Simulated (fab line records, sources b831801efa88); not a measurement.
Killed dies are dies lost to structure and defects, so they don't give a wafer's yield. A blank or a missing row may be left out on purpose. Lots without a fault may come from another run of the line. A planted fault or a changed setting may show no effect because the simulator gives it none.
A struck lot beside a sound one | flow sky130 | 17 steps out of a route of 708
Sound: wafers L997.2, L997.4, L997.6. Struck: wafers L109.2, L109.5, L109.6. The cause comes at the end.
At each step with rows: each side's tool, then ch and its chambers, then its first start. Under that, the readings that differ: sound wafers | struck wafers | difference of the means | sigmas: that difference in standard deviations of wafers without a fault.
alike: readings whose means differ by less than 2 such deviations, and words and numbers that are the same on both sides. not compared: withheld readings, readings that some wafer has no value for, bounds like >300 that may hide the same value, and numbers for which the record gives no deviation and whose values overlap.
The two part at a step that has a row with sigmas, a row that says differs or no value, or rows on one side only. Numbers that don't overlap but have no deviation are shown without sigmas and don't part them. A reading that every wafer of one side lacks parts them only if that side has two wafers or more.

first, 2 steps without rows for these wafers: SKY_NWELL_IMPLANT_12; SKY_NWELL_IMPLANT_13.
SKY_NWELL_STRIP_14: strips in O2/N2.
  sound on plasma_asher-04 ch 0,1, day 4 08:06; struck on plasma_asher-02 ch 0,1, day 7 12:19
  alike: drypump_motor_current_A, o2_flow_sccm, oes_product_au, strip_time_to_endpoint_s
  not compared: rf_hours_counter_h
SKY_NWELL_TW_MEAS_15:
  sound on film_metro-02, day 4 08:13; struck on film_metro-02, day 7 12:25
  alike: NWELL_TW
then, 7 steps without rows for these wafers: SKY_NWELL_DEHYDRATE_16 (time 60 s); SKY_NWELL_HMDS_17 (prime time 60 s); SKY_NWELL_COAT_18 (resist thk 3000 nm); SKY_NWELL_SOFTBAKE_19; SKY_NWELL_EXPOSE_20 (exposes mask NWM COMPLEMENT, target cd 840 nm); SKY_NWELL_PEB_21; SKY_NWELL_DEVELOP_22 (develop time 60 s).
SKY_NWELL_OVL_MEAS_23:
  sound on overlay-02, day 5 00:37; struck on overlay-02, day 8 07:19
  alike: NWELL_01_OVL
SKY_NWELL_IMPLANT_24:
  sound on implanter-01 ch 0, day 5 00:41; struck on implanter-01 ch 0, day 8 07:22
  reading            | sound                         | struck                       | difference | sigmas
  dose_ions_cm2      | 9.189e+12 9.179e+12 9.192e+12 | 3.775e+12 3.79e+12 3.783e+12 | -5.404e+12 | -99 or more
  faraday_current_uA | 51.3 51.4 52.6                | 21.7 20.8 21.2               | -30.5      | -28
SKY_NWELL_STRIP_25: strips in O2/N2.
  sound on plasma_asher-04 ch 0,1, day 5 00:48; struck on plasma_asher-01 ch 0,1, day 8 07:30
  alike: drypump_motor_current_A, o2_flow_sccm, oes_product_au, strip_time_to_endpoint_s
  not compared: rf_hours_counter_h
SKY_NWELL_TW_MEAS_26:
  sound on film_metro-02, day 5 00:55; struck on film_metro-01, day 8 07:37
  reading    | sound       | struck      | difference | sigmas
  NWELL_2_TW | 495 496 497 | 374 375 376 | -121       | -39
then, 1 step without rows for these wafers: SKY_NWELL_CLEAN_27 (cleans in SC1/SC2, time 150 s).
-- the record jumps here: 40 days lie between the struck wafers' starts before and after (it left off in module NWELL and takes up again in module PAD_OPEN, whose first step shown is number 708 of the route) --
SKY_PAD_OPEN_PROBE_99:
  sound on prober-01, day 45 00:43; struck on prober-01, day 48 13:18
  alike: killed_at_M0_to_M3, killed_at_M4_up, killed_at_contacts, killed_at_front_end, killed_at_other, killed_dies, killed_open, killed_short

WHERE THEY PART
First at SKY_NWELL_IMPLANT_24; last, within this record, at SKY_NWELL_TW_MEAS_26. Later steps at which nothing parts them and some readings are alike: SKY_PAD_OPEN_PROBE_99.

WHY: what the simulator had put in
Process parameter drift: implanter-01, from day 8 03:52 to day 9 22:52, at SKY_NWELL_IMPLANT_24. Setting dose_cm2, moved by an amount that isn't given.
